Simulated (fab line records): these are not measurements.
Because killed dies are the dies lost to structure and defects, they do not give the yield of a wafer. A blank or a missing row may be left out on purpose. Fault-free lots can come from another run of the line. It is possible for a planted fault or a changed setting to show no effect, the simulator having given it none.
fab line records | flow sky130
[record] lots = 15 | wafers = 43 | last-day = 51
route steps=708 shown GATE_OXIDE@196 PAD_OPEN@708
lots untouched by any fault: they come from a run of this same line in which no faults occurred
start-h: start of the lot's first displayed wafer, in hours after the record's first day | wait-h: hours elapsed since this lot's preceding step | " as in the row above | L1.1+2: several wafers, shown together as one row | - either no value or no given start | * or withheld: withheld | < > ~ a bound
route shown NAME@n: a module of which the file shows steps, and the number in the route of the first | usual: the fault-free wafers' mean and standard deviation | same: alike in all rows | chamber/n: place in a boat | sites: readings site by site | _std_site: the standard deviation of these | _edge_site: the outer-site mean with the inner-site mean subtracted | radius-mm: for every site, how far away it sits from the centre of the wafer | mask NAME#n: copy n | behind: the last tool/chamber to shape the wafer | hold: reason for holding the lot/hours on hold/outcome of the hold | device: names the non-switching transistor (n, p or np) | end of line: tests run on the same wafers once the route is complete | a step without rows: its recipe alone | killed: the dies lost at the first sort to structure and to defects; this is not the yield of the wafer | map: per-die view of a wafer (x killed, . not killed, _ where there is no die)
set.NAME: the run value of the setting; set.NAME@STEP: its run value at that earlier step | model.NAME: the simulator's own value behind a step, which no gauge read
a sample of lots followed through the steps of the route, with each step as a table and each wafer as a row
[[steps]]
[step SKY_GATE_OXIDE_DEVELOP_09]
[recipe] resist = NOVOLAK | developer = TMAH | develop-time-s = 60 | dev-temp-c = 23
lot.wafer  | tool           | chamber | start-h | wait-h
L230.3+4+6 | litho-track-02 | 0       | 311.30  | 0.1
L231.1+4+5 | litho-track-01 | 0       | 314.44  | 0.1
L233.1+2+5 | litho-track-02 | 0       | 333.20  | 0.1
L234.1+3+5 | litho-track-04 | 0       | 342.19  | 0.1
L235.1+3+4 | litho-track-02 | 0       | 348.60  | 0.1
L236.2+3+4 | litho-track-02 | 0       | 355.73  | 0.1
L237.2+3+6 | litho-track-02 | 0       | 364.58  | 0.1
L240.2+3+5 | litho-track-01 | 0       | 386.31  | 0.1
L244.2+3+6 | litho-track-04 | 0       | 420.01  | 0.1
L246.1+4   | litho-track-04 | 0       | 438.84  | 0.1
L247.3+6   | litho-track-04 | 0       | 450.89  | 0.1
L249.1+3+4 | litho-track-02 | 0       | 468.25  | 0.1
L251.2+4+5 | litho-track-01 | 0       | 485.06  | 0.1
L252.2+4+5 | litho-track-01 | 0       | 492.51  | 0.1
L253.1+3+6 | litho-track-04 | 0       | 522.19  | 0.1
[step SKY_GATE_OXIDE_TW_MEAS_14]
[usual] GATE_OXIDE_TW = 224.5/1.6
lot.wafer | tool          | chamber | start-h | wait-h | GATE_OXIDE_TW
L230.3    | film-metro-03 | -       | 311.81  | 0.1    | 225.0
L230.4    | "             | -       | "       | "      | 225.9
L230.6    | "             | -       | "       | "      | 224.5
L231.1    | film-metro-02 | -       | 314.97  | 0.1    | 221.7
L231.4    | "             | -       | "       | "      | 221.3
L231.5    | "             | -       | "       | "      | 221.7
L233.1    | film-metro-02 | -       | 333.74  | 0.1    | 222.1
L233.2    | "             | -       | "       | "      | 221.0
L233.5    | "             | -       | "       | "      | 223.6
L234.1    | film-metro-04 | -       | 342.73  | 0.1    | 224.3
L234.3    | "             | -       | "       | "      | 225.0
L234.5    | "             | -       | "       | "      | 224.1
L235.1    | film-metro-02 | -       | 349.14  | 0.1    | 221.9
L235.3    | "             | -       | "       | "      | 222.1
L235.4    | "             | -       | "       | "      | 223.0
L236.2    | film-metro-04 | -       | 356.25  | 0.1    | 223.7
L236.3    | "             | -       | "       | "      | 225.4
L236.4    | "             | -       | "       | "      | 225.9
L237.2    | film-metro-03 | -       | 365.10  | 0.1    | 224.8
L237.3    | "             | -       | "       | "      | 223.6
L237.6    | "             | -       | "       | "      | 224.9
L240.2    | film-metro-04 | -       | 386.83  | 0.1    | 225.1
L240.3    | "             | -       | "       | "      | 224.7
L240.5    | "             | -       | "       | "      | 224.6
L244.2    | film-metro-03 | -       | 420.54  | 0.1    | 225.3
L244.3    | "             | -       | "       | "      | 226.5
L244.6    | "             | -       | "       | "      | 30.2
L246.1    | film-metro-02 | -       | 439.38  | 0.1    | 29.8
L246.4    | "             | -       | "       | "      | 221.6
L247.3    | film-metro-04 | -       | 451.40  | 0.1    | 227.4
L247.6    | "             | -       | "       | "      | 30.2
L249.1    | film-metro-02 | -       | 468.79  | 0.1    | 221.9
L249.3    | "             | -       | "       | "      | 221.9
L249.4    | "             | -       | "       | "      | 222.9
L251.2    | film-metro-03 | -       | 485.58  | 0.1    | 225.1
L251.4    | "             | -       | "       | "      | 225.1
L251.5    | "             | -       | "       | "      | 223.6
L252.2    | film-metro-04 | -       | 493.05  | 0.1    | 226.3
L252.4    | "             | -       | "       | "      | 227.5
L252.5    | "             | -       | "       | "      | 226.5
L253.1    | film-metro-03 | -       | 522.72  | 0.1    | 226.8
L253.3    | "             | -       | "       | "      | 226.0
L253.6    | "             | -       | "       | "      | 225.5
[step SKY_PAD_OPEN_PROBE_99]
[usual] killed_at_M0_to_M3 = 43/6.5 | killed_at_M4_up = 3.1/1.8 | killed-at-contacts = 24/5.6 | killed-at-front-end = 15/4.2 | killed-at-other = 0.3/0.5 | killed-dies = 86/8.9 | killed-on-rim = 17/4.3 | killed-open = 47/6.9 | killed-short = 39/5.9
[same] gross-dies = 492 | killed-at-back-side = 0
lot.wafer | tool      | chamber | start-h | wait-h | killed_at_M0_to_M3 | killed_at_M4_up | killed-at-contacts | killed-at-front-end | killed-at-other | killed-dies | killed-on-rim | killed-open | killed-short
L244.2    | prober-02 | -       | 1151.67 | 0.1    | 42                 | 3               | 22                 | 14                  | 0               | 81          | 14            | 52          | 29
L244.3    | prober-02 | -       | 1151.72 | 0.2    | 39                 | 4               | 28                 | 10                  | 0               | 81          | 15            | 46          | 35
L244.6    | prober-02 | -       | 1151.87 | 0.2    | 40                 | 4               | 31                 | 417                 | 0               | 492         | 96            | 40          | 48
L246.1    | prober-02 | -       | 1157.97 | 0.1    | 45                 | 2               | 21                 | 424                 | 0               | 492         | 96            | 44          | 41
L246.4    | prober-02 | -       | 1158.12 | 0.2    | 34                 | 2               | 27                 | 19                  | 0               | 82          | 22            | 45          | 37
L247.3    | prober-01 | -       | 1167.41 | 0.2    | 37                 | 2               | 30                 | 14                  | 0               | 83          | 16            | 48          | 35
L247.6    | prober-01 | -       | 1167.56 | 0.2    | 48                 | 5               | 32                 | 407                 | 0               | 492         | 96            | 53          | 43
// killed by level:class
L244.2 VIA1:geometric-particle:open=12 LI_CONTACT:geometric-particle:open=7 CONTACT:geometric-particle:open=7 VIA3:geometric-particle:open=7 METAL1:geometric-particle:short=5 VIA2:geometric-particle:open=4 POLY_GATE:geometric-particle:open=3 LOCAL_INTERCONNECT:geometric-particle:short=3
L244.3 VIA1:geometric-particle:open=13 CONTACT:geometric-particle:open=8 LI_CONTACT:geometric-particle:open=6 METAL2:geometric-particle:short=6 LI_CONTACT:geometric-particle:short=5 LOCAL_INTERCONNECT:geometric-particle:short=5 VIA2:geometric-particle:open=4 FIELD_ISO:geometric-particle:open=3
L244.6 GATE_OXIDE:area-develop=404 VIA1:geometric-particle:open=13 CONTACT:geometric-particle:open=9 LI_CONTACT:geometric-particle:open=8 CONTACT:geometric-particle:short=7 LI_CONTACT:geometric-particle:short=6 METAL1:geometric-particle:short=5 POLY_GATE:geometric-particle:short=4
L246.1 GATE_OXIDE:area-develop=407 CONTACT:geometric-particle:open=8 VIA1:geometric-particle:open=7 VIA2:geometric-particle:open=6 METAL2:geometric-particle:short=6 FIELD_ISO:geometric-particle:open=5 VIA1:geometric-particle:short=5 METAL1:geometric-particle:short=5
L246.4 LI_CONTACT:geometric-particle:open=8 POLY_GATE:geometric-particle:open=7 CONTACT:geometric-particle:open=7 VIA1:geometric-particle:open=7 CONTACT:geometric-particle:short=6 FIELD_ISO:geometric-particle:short=4 VIA2:geometric-particle:short=4 METAL1:geometric-particle:short=4
L247.3 LI_CONTACT:geometric-particle:open=12 VIA1:geometric-particle:open=8 LOCAL_INTERCONNECT:geometric-particle:short=7 VIA2:geometric-particle:open=6 CONTACT:geometric-particle:open=5 FIELD_ISO:geometric-particle:short=4 METAL1:geometric-particle:short=4 VIA3:geometric-particle:open=4
L247.6 GATE_OXIDE:area-develop=396 LI_CONTACT:geometric-particle:open=11 VIA1:geometric-particle:open=11 CONTACT:geometric-particle:open=10 VIA1:geometric-particle:short=8 METAL2:geometric-particle:short=6 VIA2:geometric-particle:open=6 FIELD_ISO:geometric-particle:open=4
[[key]]
[first-sign] step = SKY_GATE_OXIDE_TW_MEAS_14 | reading = GATE_OXIDE_TW | direction = down | sigmas = 99+ | usual = 224.5 | struck = 30.1
[effect] step = SKY_PAD_OPEN_PROBE_99 | reading = killed-at-front-end | direction = up | sigmas = 95 | usual = 15 | struck = 416
[more-kills-born-at] SKY_GATE_OXIDE_DEVELOP_09@litho-track-04 = 1207
met-at SKY_GATE_OXIDE_DEVELOP_09
struck-lots L244,L246,L247
struck-wafers L244.6,L246.1,L247.6
later-rows-left-out L244.6,L246.1,L247.6
tester-left-out L244,L246,L247
onset-between 342.19 420.01
[fault] kind = process-parameter-drift | tool = litho-track-04 | chamber = - | onset-h = 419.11 | steps = SKY_GATE_OXIDE_DEVELOP_09 | channel = develop-time-s | offset = * | shape = step | end-h = 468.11 | scope = struck-wafers-only | acts-in = * | stated = *
// tester-left-out: of these lots the tester's yield and bins aren't shown, on N5 and GAA mostly nor the transistor test; their killed dies are dies lost to structure and defects alone, not to doping, threshold or leakage, so they don't give the yield
// later-rows-left-out: the simulator's readings of these wafers behind a module that went badly wrong aren't trusted and aren't shown, but for the sort
